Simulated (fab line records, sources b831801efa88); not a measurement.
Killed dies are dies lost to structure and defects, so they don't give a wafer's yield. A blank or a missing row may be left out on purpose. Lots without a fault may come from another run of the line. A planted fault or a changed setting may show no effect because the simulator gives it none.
Which tool did it? | flow sky130 | 15 lots, 45 wafers sampled, at 4 steps of a route of 708

WHAT THE GAUGES READ, wafer by wafer
SKY_PWDE_TW_MEAS_10. Usual: PWDE_TW 372, standard deviation 3.1.
lot  | measured    | on            | PWDE_TW     | flag
L644 | day 4 00:23 | film_metro-01 | 370 368 371 |
L645 | day 4 06:16 | film_metro-04 | 373 374 374 |
L647 | day 4 19:18 | film_metro-04 | 376 374 374 |
L649 | day 5 02:06 | film_metro-04 | 377 378 376 |
L651 | day 5 12:20 | film_metro-02 | 369 369 369 |
L652 | day 5 17:33 | film_metro-02 | 369 371 372 |
L653 | day 5 23:44 | film_metro-01 | 372 372 371 |
L654 | day 6 06:12 | film_metro-02 | 368 368 368 |
L655 | day 6 11:10 | film_metro-02 | 367 370 368 |
L656 | day 6 15:56 | film_metro-04 | 378 377 377 |
L657 | day 6 22:26 | film_metro-01 | 372 370 372 |
L658 | day 7 04:09 | film_metro-02 | 371 372 371 |
L665 | day 8 18:06 | film_metro-01 | 368 369 370 |
L666 | day 8 23:08 | film_metro-02 | 371 372 370 |
L667 | day 9 06:17 | film_metro-01 | 371 370 370 |

SKY_CONTACT_CD_MEAS_14: target cd 170 nm. Usual: cd_nm 170.3 nm, standard deviation 1.5.
lot  | measured     | on        | cd_nm (nm)        | flag
L644 | day 31 23:04 | cd_sem-01 | 168.8 169.0 167.8 |
L645 | day 32 05:14 | cd_sem-02 | 171.7 173.1 171.6 |
L647 | day 33 01:58 | cd_sem-02 | 167.7 168.3 167.0 |
L649 | day 33 10:18 | cd_sem-01 | 169.0 169.8 168.5 |
L651 | day 33 23:16 | cd_sem-02 | 171.7 170.5 172.8 |
L652 | day 34 02:25 | cd_sem-01 | 169.9 169.0 169.4 |
L653 | day 34 12:23 | cd_sem-01 | 170.8 171.8 170.4 |
L654 | day 35 05:19 | cd_sem-02 | 170.1 170.3 172.2 |
L655 | day 35 08:17 | cd_sem-02 | 170.9 170.4 171.1 |
L665 | day 37 23:22 | cd_sem-02 | 169.8 171.2 170.6 |
L666 | day 38 10:55 | cd_sem-02 | 171.5 171.6 172.0 |
L667 | day 38 19:19 | cd_sem-02 | 169.9 168.3 169.1 |

WHICH TOOL RAN EACH LOT (tool, then ch and the chambers of the sampled wafers, then the start)
lot  | SKY_SONOS_TUNNEL_DEVELOP_06       | SKY_LI_CONTACT_STRIP_16
L644 | litho_track-02 ch 0, day 11 18:33 | plasma_asher-04 ch 0,1, day 29 12:08
L645 | litho_track-03 ch 0, day 12 00:55 | plasma_asher-02 ch 0,1, day 29 19:59
L647 | litho_track-03 ch 0, day 12 19:54 | plasma_asher-02 ch 0,1, day 30 18:11
L649 | litho_track-02 ch 0, day 13 06:42 | plasma_asher-03 ch 0,1, day 31 02:17
L651 | litho_track-03 ch 0, day 13 20:55 | plasma_asher-03 ch 1, day 31 16:53
L652 | litho_track-03 ch 0, day 14 00:25 | plasma_asher-03 ch 0,1, day 31 20:14
L653 | litho_track-03 ch 0, day 14 11:24 | plasma_asher-02 ch 0,1, day 32 05:20
L654 | litho_track-03 ch 0, day 14 20:34 | plasma_asher-03 ch 0,1, day 32 20:02
L655 | litho_track-04 ch 0, day 15 03:11 | plasma_asher-02 ch 0,1, day 33 00:53
L656 | litho_track-04, day 15 12:52      | -
L657 | litho_track-02, day 15 18:30      | -
L658 | litho_track-03, day 16 02:58      | -
L665 | litho_track-04 ch 0, day 18 04:01 | plasma_asher-03 ch 0,1, day 35 17:47
L666 | litho_track-02 ch 0, day 18 18:35 | plasma_asher-04 ch 0, day 36 04:53
L667 | litho_track-04 ch 0, day 19 01:10 | plasma_asher-04 ch 0,1, day 36 13:29
- SKY_SONOS_TUNNEL_DEVELOP_06: develop time 60 s.
- SKY_LI_CONTACT_STRIP_16: strips in O2/N2.

WHAT THE TOOLS THEMSELVES READ (means of the sampled wafers that have a number; where no wafer has one, the mark that the record gives instead)
SKY_SONOS_TUNNEL_DEVELOP_06. Usual: chill_plate_temp_C 22.98 C, standard deviation 0.11.
lot  | tool           | chill_plate_temp_C (C) | flag
L644 | litho_track-02 | 22.99                  |
L645 | litho_track-03 | 22.94                  |
L647 | litho_track-03 | 22.80                  |
L649 | litho_track-02 | 22.88                  |
L651 | litho_track-03 | 22.92                  |
L652 | litho_track-03 | 23.06                  |
L653 | litho_track-03 | 22.91                  |
L654 | litho_track-03 | 23.13                  |
L655 | litho_track-04 | 23.12                  |
L656 | litho_track-04 | -                      | OFF
L657 | litho_track-02 | -                      | OFF
L658 | litho_track-03 | -                      | OFF
L665 | litho_track-04 | 22.92                  |
L666 | litho_track-02 | 22.99                  |
L667 | litho_track-04 | 23.02                  |

SKY_LI_CONTACT_STRIP_16. Usual: drypump_motor_current_A 5.76 A, standard deviation 0.27; oes_product_au 0.376 a.u., standard deviation 0.0047; strip_time_to_endpoint_s 3.51 s, standard deviation 0.04.
lot  | tool            | drypump_motor_current_A (A) | oes_product_au (a.u.) | strip_time_to_endpoint_s (s) | flag
L644 | plasma_asher-04 | 5.76                        | 0.373                 | 3.47                         |
L645 | plasma_asher-02 | 6.00                        | 0.373                 | 3.48                         |
L647 | plasma_asher-02 | 5.99                        | 0.379                 | 3.53                         |
L649 | plasma_asher-03 | 5.69                        | 0.375                 | 3.49                         |
L651 | plasma_asher-03 | 5.70                        | 0.372                 | 3.45                         |
L652 | plasma_asher-03 | 5.76                        | 0.374                 | 3.55                         |
L653 | plasma_asher-02 | 5.99                        | 0.377                 | 3.53                         |
L654 | plasma_asher-03 | 5.80                        | 0.381                 | 3.55                         |
L655 | plasma_asher-02 | 5.98                        | 0.375                 | 3.48                         |
L665 | plasma_asher-03 | 5.77                        | 0.376                 | 3.45                         |
L666 | plasma_asher-04 | 5.98                        | 0.375                 | 3.49                         |
L667 | plasma_asher-04 | 5.75                        | 0.377                 | 3.49                         |

THE ANSWER, worked out from the rows above alone
Rule: a lot is off if the mean of its wafers that have a number lies more than 3 standard deviations from the usual mean. A lot without any number at a reading at which 4 lots or more have one is off too. The other lots that the step has rows for count as sound. The gauges are gone through in route order, then the tools' own readings, and for those a lot's mean is taken as printed above. The first step at which some lot is off is used, and at that step the reading that is off furthest; a lot without a number counts as furthest.
Off: L656, L657, L658, at SKY_SONOS_TUNNEL_DEVELOP_06 (chill_plate_temp_C). Without a number there: L656, L657, L658.
A tool fits if, at that step or a process step before it, it ran every lot that is off, and no sound lot after the first of them. None of those tried fits.

WHAT THE SIMULATOR HAD PUT IN
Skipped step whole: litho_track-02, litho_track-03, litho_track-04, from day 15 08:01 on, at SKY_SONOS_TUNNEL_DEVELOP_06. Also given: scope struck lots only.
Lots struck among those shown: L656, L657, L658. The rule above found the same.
